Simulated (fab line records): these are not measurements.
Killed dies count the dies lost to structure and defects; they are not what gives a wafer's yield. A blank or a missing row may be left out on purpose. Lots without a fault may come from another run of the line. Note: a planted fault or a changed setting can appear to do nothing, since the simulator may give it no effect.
Matching of chambers :: flow gf180mcu :: 4 sister chambers for GF_V3_CMP_04 on cmp-02
The step polishes SiO2. 14 wafers are shown with their chamber, then 7 later ones without.

== WAFERS PAIRED WITH THEIR CHAMBERS ==
wafer: L908.3
chamber: 3
motor current A (A): 11.6
time to endpoint s (s): 84
platen rpm (rpm): 59.94

wafer: L908.4
chamber: 2
motor current A (A): 11.2
time to endpoint s (s): 79
platen rpm (rpm): 60.02

wafer: L908.6
chamber: 0
motor current A (A): 12.2
time to endpoint s (s): 78
platen rpm (rpm): 59.94

wafer: L911.2
chamber: 1
motor current A (A): 12.1
time to endpoint s (s): 72
platen rpm (rpm): 60.01

wafer: L911.4
chamber: 2
motor current A (A): 11.8
time to endpoint s (s): 94
platen rpm (rpm): 60.00

wafer: L911.5
chamber: 1
motor current A (A): 12.4
time to endpoint s (s): 76
platen rpm (rpm): 60.01

wafer: L912.2
chamber: 3
motor current A (A): 12.2
time to endpoint s (s): 77
platen rpm (rpm): 59.96

wafer: L912.4
chamber: 0
motor current A (A): 12.9
time to endpoint s (s): 74
platen rpm (rpm): 59.99

wafer: L912.5
chamber: 2
motor current A (A): 12.0
time to endpoint s (s): 84
platen rpm (rpm): 60.02

wafer: L913.2
chamber: 2
motor current A (A): 11.0
time to endpoint s (s): 80
platen rpm (rpm): 60.04

wafer: L913.5
chamber: 2
motor current A (A): 11.7
time to endpoint s (s): 82
platen rpm (rpm): 59.99

wafer: L913.6
chamber: 3
motor current A (A): 11.9
time to endpoint s (s): 94
platen rpm (rpm): 60.03

wafer: L915.2
chamber: 1
motor current A (A): 12.3
time to endpoint s (s): 77
platen rpm (rpm): 59.98

wafer: L915.4
chamber: 3
motor current A (A): 12.2
time to endpoint s (s): 92
platen rpm (rpm): 60.08

SIGNATURES, as means of the wafers listed above
reading: motor current A
chamber 0: 12.550
chamber 1: 12.267
chamber 2: 11.540
chamber 3: 11.975
scatter within a chamber: 0.354

reading: time to endpoint s
chamber 0: 76.00
chamber 1: 75.00
chamber 2: 83.80
chamber 3: 86.75
scatter within a chamber: 5.91

reading: platen rpm
chamber 0: 59.9650
chamber 1: 60.0000
chamber 2: 60.0140
chamber 3: 60.0025
scatter within a chamber: 0.0398
Rule: for each reading, subtract the chamber's mean from the wafer's reading, divide by that reading's scatter and square the result; add these up over the readings and take the root, which gives the wafer's distance from the chamber. The wafer belongs to the nearest chamber; if the next one is less than 2 further off, it can't be placed. The scatter: take each reading less its chamber's mean, square it, sum over the shown wafers, divide by the number of wafers less the number of chambers, and take the root.

== WAFERS MISSING THEIR CHAMBER ==
wafer: L915.5
motor current A (A): 12.1
time to endpoint s (s): 81
platen rpm (rpm): 59.99

wafer: L916.1
motor current A (A): 11.8
time to endpoint s (s): 90
platen rpm (rpm): 59.97

wafer: L916.2
motor current A (A): 11.2
time to endpoint s (s): 81
platen rpm (rpm): 59.97

wafer: L916.4
motor current A (A): 12.7
time to endpoint s (s): 87
platen rpm (rpm): 60.02

wafer: L930.2
motor current A (A): 12.3
time to endpoint s (s): 75
platen rpm (rpm): 59.99

wafer: L930.3
motor current A (A): 12.2
time to endpoint s (s): 77
platen rpm (rpm): 60.06

wafer: L930.6
motor current A (A): 12.4
time to endpoint s (s): 74
platen rpm (rpm): 59.97

== WHICH CHAMBER EACH WENT THROUGH ==
wafer: L915.5
from the rows above: can't be placed: 3 or 1 or 0 or 2
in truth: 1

wafer: L916.1
from the rows above: can't be placed: 3 or 2 or 1
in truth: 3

wafer: L916.2
from the rows above: can't be placed: 2 or 3 or 1
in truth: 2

wafer: L916.4
from the rows above: can't be placed: 3 or 0 or 1 or 2
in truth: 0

wafer: L930.2
from the rows above: can't be placed: 1 or 0 or 3
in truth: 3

wafer: L930.3
from the rows above: can't be placed: 1 or 3 or 2 or 0
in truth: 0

wafer: L930.6
from the rows above: can't be placed: 0 or 1
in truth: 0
Placed correctly: 0 of 7. Cannot be placed on the basis of these rows: 7; the candidates contain the true chamber in 7. 0 placed wrongly.
